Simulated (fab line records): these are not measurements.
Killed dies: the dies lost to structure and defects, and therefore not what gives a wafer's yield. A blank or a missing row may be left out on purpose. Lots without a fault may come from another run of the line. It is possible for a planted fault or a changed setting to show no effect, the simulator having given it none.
A lot that was struck, set against a sound lot    flow sky130    15 steps out of a route of 708
Sound: these wafers, L779.1, L779.2, L779.4. Wafers L783.2, L783.3, L783.4 were the ones struck. The cause is named last.
At each step with rows: each side's tool, then ch and its chambers, then its first start. Under that, the readings that differ: sound wafers    struck wafers    difference of the means    sigmas: that difference in standard deviations of wafers without a fault.
alike: readings with means less than 2 such deviations apart, plus words and numbers identical on both sides. not compared: withheld readings, readings lacking a value on some wafer, bounds such as >300 that could conceal the same value, and numbers that have no deviation in the record and whose values overlap.
Wherever a step has rows on one side only, a row that says differs or no value, or a row with sigmas, the two part there. Numbers that have no deviation but don't overlap get no sigmas and don't part them. A reading missing from all wafers of one side parts the sides only when that side holds two or more wafers.

first, 8 steps without rows for these wafers: SKY_VIA1_DEHYDRATE_04 (time 60 s); SKY_VIA1_HMDS_05 (prime time 60 s); SKY_VIA1_COAT_06 (resist thk 60 nm); SKY_VIA1_COAT_07 (resist thk 450 nm); SKY_VIA1_SOFTBAKE_08 (time 90 s); SKY_VIA1_EXPOSE_09 (exposes mask VIM, target cd 150 nm); SKY_VIA1_PEB_10; SKY_VIA1_DEVELOP_11 (develop time 60 s).
SKY_VIA1_CD_MEAS_12: target cd 150 nm.
  sound on cd sem-02, day 38 12:57; struck on cd sem-01, day 39 10:15
reading     sound              struck             difference  sigmas
cd nm (nm)  147.8 148.0 148.9  152.2 151.7 151.3  +3.5        +2
SKY_VIA1_OVL_MEAS_13:
  sound on overlay-02, day 38 13:04; struck on overlay-01, day 39 10:22
  alike: VIA1_OVL
SKY_VIA1_ETCH_14: etches BARC in N2/H2, stops on SiO2, time 45.9 s, target depth 60 nm.
  sound on rie diel-01 ch 2,3, day 38 13:07; struck on rie diel-02 ch 0,1,2, day 39 10:23
  alike: drypump motor current A, n2 flow sccm, oes product au, throttle valve pct
  not compared: rf hours counter h
SKY_VIA1_ETCH_15: etches SiO2 in C4F8/O2/Ar, stops on TiN, target depth 351 nm, time 54 s.
  sound on rie diel-01 ch 2,3, day 38 13:10; struck on rie diel-02 ch 0,1,2, day 39 10:26
  alike: oes product au
  not compared: rf hours counter h
SKY_VIA1_STRIP_16: strips in O2/N2.
  sound on plasma asher-03 ch 0,1, day 38 13:14; struck on plasma asher-03 ch 0,1, day 39 10:29
  no value came back on the struck wafers for any of 5 readings (chamber pressure mTorr (mTorr), drypump motor current A (A) and others); on the sound wafers chamber pressure mTorr (mTorr) reads 1499.8 1500.5 1500.6
reading                                      sound  struck             difference  sigmas
model.KrF-thick_of_VIA1_COAT_07.thk nm (nm)  0 0 0  324.6 324.2 324.1  +324.3      
  not compared: rf hours counter h
then, 1 step without rows for these wafers: SKY_VIA1_STRIP_17 (strips in post etch residue remover, time 1200 s).
-- the record jumps here: 11 days lie between the struck wafers' starts before and after (it left off in module VIA1 and takes up again in module PAD_OPEN, whose first step shown is number 708 of the route) --
SKY_PAD_OPEN_PROBE_99:
  only the struck wafers here have rows in the record (prober-02, day 50 03:42); the sound ones have none

WHERE THEY PART
Earliest at SKY_VIA1_CD_MEAS_12; latest, in this record, at SKY_PAD_OPEN_PROBE_99.

WHY: whatever the simulator had introduced
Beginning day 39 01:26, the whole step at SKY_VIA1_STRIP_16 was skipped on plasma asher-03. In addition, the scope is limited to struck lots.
